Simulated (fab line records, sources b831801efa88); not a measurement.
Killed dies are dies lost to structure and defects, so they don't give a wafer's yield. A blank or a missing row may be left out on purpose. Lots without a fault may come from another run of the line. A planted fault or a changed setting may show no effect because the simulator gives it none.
Problem report in the 8D (eight disciplines) form, filled by code | flow gf180mcu | the parts of the form that need people (team, actions taken, sign-off) are left out

1. THE PROBLEM
NWELL_TW at GF_NWELL_TW_MEAS_11 reads a mean of 1423 on 9 wafers of 3 lots; wafers without a fault read 1557 with a standard deviation of 11. That is -12 standard deviations from the usual mean.
First seen on wafer L939.3, day 6 23:49, on film_metro-02. The record holds 42 wafers of 14 lots with a number at this step. Rule for "out", or "out of limits": more than 4 standard deviations from the usual mean. The other wafers with a number count as sound.

2. WHAT IT IS AND WHAT IT IS NOT
question                    | is                           | is not
which readings at this step | NWELL_TW                     | -
which lots                  | L939, L941, L942             | L923, L926, L927, L930, L931, L933, L935, L938, L940, L945, L946
which wafers of those lots  | all that have a number       | -
read on which gauges        | film_metro-02, film_metro-04 | film_metro-01
when                        | from day 6 23:49             | up to then (24 sound wafers); but 9 sound wafers of L940, L945, L946 came after

3. SUSPECTS, AND WHAT RULES EACH OUT
Counting: a tool at a process step up to the reading stays a suspect if it ran every lot that is out and no sound lot after the first of them.
- the gauge at GF_NWELL_TW_MEAS_11: ruled out. The wafers that are out were read on 2 gauges (film_metro-02, film_metro-04).
- implanter-03 at GF_NWELL_IMPLANT_08: kept. It ran every lot that is out, first L939 (day 6 23:27), and no sound lot after that; its last sound lot up to then is L935 (day 6 00:11).
Left after counting: implanter-03 at GF_NWELL_IMPLANT_08.

4. THE CAUSE (what the simulator had put in)
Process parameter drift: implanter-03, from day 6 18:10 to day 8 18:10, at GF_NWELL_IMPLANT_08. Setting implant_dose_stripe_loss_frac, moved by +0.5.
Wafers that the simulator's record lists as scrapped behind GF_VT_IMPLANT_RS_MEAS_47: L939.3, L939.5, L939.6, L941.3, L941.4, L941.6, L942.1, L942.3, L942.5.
Counting left only this tool.

5. THE CHAIN OF EFFECTS, in route order
Each row: a reading whose mean over the struck wafers that have a number lies more than 3 standard deviations from the usual. Only readings for which the record gives a usual standard deviation are gone through. hours: the time from each lot's start at the first step in this table that gives one to its start at this step, as a median over the lots. sigmas: the change in usual standard deviations.
hours | step                     | reading  | usual        | on struck wafers | change | sigmas
0     | GF_NWELL_TW_MEAS_11      | NWELL_TW | 1557         | 1423             | -134   | -12
126   | GF_VT_IMPLANT_RS_MEAS_47 | NWELL_RS | 487.7 ohm/sq | 579.1            | +91.4  | +70

6. WHAT WOULD HAVE CAUGHT IT SOONER
In this record the first reading out of limits at a measuring or inspecting step was taken at day 6 23:49, 6 hours after the fault began at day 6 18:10.
Of the lots that are out (3), L941, L942 began GF_NWELL_IMPLANT_08 on implanter-03 after day 6 23:49. A hold on the tool at that time would have spared those 2.
